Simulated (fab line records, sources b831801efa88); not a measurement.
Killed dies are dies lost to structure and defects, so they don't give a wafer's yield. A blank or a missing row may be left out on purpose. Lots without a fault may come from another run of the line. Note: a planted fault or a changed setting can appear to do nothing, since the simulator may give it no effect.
Chamber matching :: flow gf180mcu :: 3 sister chambers for GF_V2_CVD_02 on pecvd-04
The step deposits SiO2 from TEOS, target thk 850 nm, time 94.851 s. 27 wafers are shown with their chamber, then 12 later ones without.

WAFERS, EACH WITH ITS CHAMBER
wafer: L076.3
chamber: 2
heater-power-w (W): 758

wafer: L076.4
chamber: 1
heater-power-w (W): 562

wafer: L076.6
chamber: 2
heater-power-w (W): 610

wafer: L079.1
chamber: 2
heater-power-w (W): 751

wafer: L079.2
chamber: 1
heater-power-w (W): 569

wafer: L079.3
chamber: 0
heater-power-w (W): 552

wafer: L079.4
chamber: 2
heater-power-w (W): 602

wafer: L079.5
chamber: 0
heater-power-w (W): 592

wafer: L079.6
chamber: 1
heater-power-w (W): 445

wafer: L081.1
chamber: 0
heater-power-w (W): 613

wafer: L081.2
chamber: 2
heater-power-w (W): 663

wafer: L081.3
chamber: 1
heater-power-w (W): 520

wafer: L081.4
chamber: 0
heater-power-w (W): 475

wafer: L081.5
chamber: 2
heater-power-w (W): 718

wafer: L081.6
chamber: 1
heater-power-w (W): 552

wafer: L083.1
chamber: 2
heater-power-w (W): 769

wafer: L083.2
chamber: 0
heater-power-w (W): 532

wafer: L083.3
chamber: 1
heater-power-w (W): 535

wafer: L083.4
chamber: 1
heater-power-w (W): 570

wafer: L083.5
chamber: 0
heater-power-w (W): 594

wafer: L083.6
chamber: 2
heater-power-w (W): 615

wafer: L088.1
chamber: 2
heater-power-w (W): 667

wafer: L088.3
chamber: 0
heater-power-w (W): 575

wafer: L088.4
chamber: 0
heater-power-w (W): 612

wafer: L090.1
chamber: 2
heater-power-w (W): 759

wafer: L090.3
chamber: 0
heater-power-w (W): 609

wafer: L090.5
chamber: 1
heater-power-w (W): 547

SIGNATURES (means of the wafers above)
reading: heater-power-w
chamber 0: 572.67
chamber 1: 537.50
chamber 2: 691.20
scatter within a chamber: 54
Rule: distance of a wafer from a chamber = root of the sum over the readings of ((wafer's reading minus chamber's mean) / reading's scatter) squared. If the next closest chamber is less than 2 further off than the closest, the wafer can't be placed; otherwise it belongs to the closest. The scatter is the square root of a quotient: the sum, over the shown wafers, of each reading's squared deviation from its chamber's mean, divided by wafers minus chambers.

WAFERS WITH NO CHAMBER GIVEN
wafer: L093.1
heater-power-w (W): 559

wafer: L093.4
heater-power-w (W): 734

wafer: L093.5
heater-power-w (W): 448

wafer: L094.1
heater-power-w (W): 614

wafer: L094.4
heater-power-w (W): 498

wafer: L094.6
heater-power-w (W): 691

wafer: L095.1
heater-power-w (W): 733

wafer: L095.3
heater-power-w (W): 623

wafer: L095.6
heater-power-w (W): 768

wafer: L097.1
heater-power-w (W): 526

wafer: L097.4
heater-power-w (W): 488

wafer: L097.6
heater-power-w (W): 567

WHICH CHAMBER EACH ONE RAN IN
wafer: L093.1
from the rows above: can't be placed: 0 or 1
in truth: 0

wafer: L093.4
from the rows above: 2
in truth: 2

wafer: L093.5
from the rows above: can't be placed: 1 or 0
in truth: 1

wafer: L094.1
from the rows above: can't be placed: 0 or 1 or 2
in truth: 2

wafer: L094.4
from the rows above: can't be placed: 1 or 0
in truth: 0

wafer: L094.6
from the rows above: 2
in truth: 2

wafer: L095.1
from the rows above: 2
in truth: 2

wafer: L095.3
from the rows above: can't be placed: 0 or 2 or 1
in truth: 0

wafer: L095.6
from the rows above: 2
in truth: 2

wafer: L097.1
from the rows above: can't be placed: 1 or 0
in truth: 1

wafer: L097.4
from the rows above: can't be placed: 1 or 0
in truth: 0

wafer: L097.6
from the rows above: can't be placed: 0 or 1
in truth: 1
Placed correctly: 4 of 12. These rows do not allow placing 8 (true chamber among the candidates in 8). Wrongly placed: 0.
